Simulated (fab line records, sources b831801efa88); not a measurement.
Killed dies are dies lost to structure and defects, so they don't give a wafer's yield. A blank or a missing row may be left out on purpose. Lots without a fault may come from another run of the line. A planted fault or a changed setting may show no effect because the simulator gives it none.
Which tool did it? | flow gf180mcu | 13 lots, 39 wafers sampled, at 3 steps of a route of 602

WHAT THE GAUGES READ, wafer by wafer
GF_CONTACT_THK_MEAS_03. Usual: CONTACT_CVD_02_THK 857 nm, standard deviation 10.
lot  | measured     | on            | CONTACT_CVD_02_THK (nm) | flag
L282 | day 15 01:03 | film_metro-03 | 839 848 867             |
L283 | day 15 07:46 | film_metro-04 | 836 843 867             |
L284 | day 15 15:06 | film_metro-04 | 860 840 865             |
L285 | day 16 05:17 | film_metro-01 | 865 873 863             |
L287 | day 16 19:33 | film_metro-03 | 851 846 864             |
L289 | day 17 16:53 | film_metro-03 | 863 865 873             |
L290 | day 18 04:25 | film_metro-03 | 860 875 868             |
L293 | day 19 05:40 | film_metro-04 | 845 849 864             |
L301 | day 21 21:40 | film_metro-03 | 850 862 865             |
L302 | day 22 04:40 | film_metro-03 | 847 868 856             |
L303 | day 22 14:35 | film_metro-04 | 855 865 863             |
L304 | day 22 22:19 | film_metro-04 | 839 856 845             |
L305 | day 23 06:15 | film_metro-01 | 843 869 875             |

GF_CONTACT_RS_MEAS_25: measures by four-point-probe. Usual: CONTACT_W_RS 0.380 ohm/sq, standard deviation 0.0045.
lot  | measured     | on            | CONTACT_W_RS (ohm/sq) | flag
L282 | day 15 23:55 | film_metro-01 | 0.375 0.381 0.379     |
L283 | day 16 06:40 | film_metro-03 | 0.371 0.373 0.367     |
L284 | day 16 14:02 | film_metro-01 | 0.380 0.380 0.379     |
L285 | day 17 05:29 | film_metro-04 | 0.380 0.379 0.381     |
L287 | day 17 20:13 | film_metro-03 | 0.385 0.389 0.390     |
L289 | day 18 16:49 | film_metro-01 | 0.382 0.384 0.385     |
L290 | day 19 04:43 | film_metro-03 | 0.380 0.383 0.384     |
L293 | day 20 06:29 | film_metro-03 | 0.377 0.381 0.378     |
L301 | day 22 22:32 | film_metro-04 | 0.387 0.387 0.383     |
L302 | day 23 05:01 | film_metro-01 | 0.380 0.380 0.379     |
L303 | day 23 14:49 | film_metro-04 | 0.383 0.383 0.383     |
L304 | day 23 22:14 | film_metro-03 | 0.385 0.387 0.382     |
L305 | day 24 06:01 | film_metro-01 | 0.386 0.387 0.386     |

WHICH TOOL RAN EACH LOT (tool, then ch and the chambers of the sampled wafers, then the start)
lot  | GF_CONTACT_CMP_04
L282 | cmp-02 ch 2,3, day 15 01:07
L283 | cmp-01 ch 0,1,3, day 15 07:49
L284 | cmp-02 ch 0,2,3, day 15 15:10
L285 | cmp-01 ch 0,1,3, day 16 05:21
L287 | cmp-01 ch 0,1,3, day 16 19:50
L289 | cmp-02 ch 0,1,2, day 17 16:57
L290 | cmp-01 ch 0,2,3, day 18 04:41
L293 | cmp-01 ch 0,1,2, day 19 05:47
L301 | cmp-02 ch 1,3, day 21 21:43
L302 | cmp-01 ch 0,1,2, day 22 04:46
L303 | cmp-02 ch 0,2, day 22 14:39
L304 | cmp-02 ch 0,2, day 22 22:22
L305 | cmp-02 ch 0,1,3, day 23 06:25
- GF_CONTACT_CMP_04: polishes SiO2.

WHAT THE TOOLS THEMSELVES READ (means of the sampled wafers that have a number; where no wafer has one, the mark that the record gives instead)
GF_CONTACT_CMP_04. Usual: motor_current_A 12.1 A, standard deviation 1.2; time_to_endpoint_s 111 s, standard deviation 6.1.
lot  | tool   | motor_current_A (A) | time_to_endpoint_s (s) | flag
L282 | cmp-02 | 11.5                | 115                    |
L283 | cmp-01 | 13.8                | 107                    |
L284 | cmp-02 | 11.2                | 114                    |
L285 | cmp-01 | 13.7                | 120                    |
L287 | cmp-01 | 12.8                | 113                    |
L289 | cmp-02 | 11.2                | 116                    |
L290 | cmp-01 | 12.9                | 118                    |
L293 | cmp-01 | 13.0                | 112                    |
L301 | cmp-02 | 11.1                | 109                    |
L302 | cmp-01 | 13.2                | 113                    |
L303 | cmp-02 | 11.2                | 106                    |
L304 | cmp-02 | 11.3                | 101                    |
L305 | cmp-02 | 11.4                | 108                    |

THE ANSWER, worked out from the rows above alone
Rule: a lot is off if the mean of its wafers that have a number lies more than 3 standard deviations from the usual mean. A lot without any number at a reading at which 4 lots or more have one is off too. The other lots that the step has rows for count as sound. The gauges are gone through in route order, then the tools' own readings, and for those a lot's mean is taken as printed above. The first step at which some lot is off is used, and at that step the reading that is off furthest; a lot without a number counts as furthest.
No lot is off at any reading shown: from this, nothing can be told.

WHAT THE SIMULATOR HAD PUT IN
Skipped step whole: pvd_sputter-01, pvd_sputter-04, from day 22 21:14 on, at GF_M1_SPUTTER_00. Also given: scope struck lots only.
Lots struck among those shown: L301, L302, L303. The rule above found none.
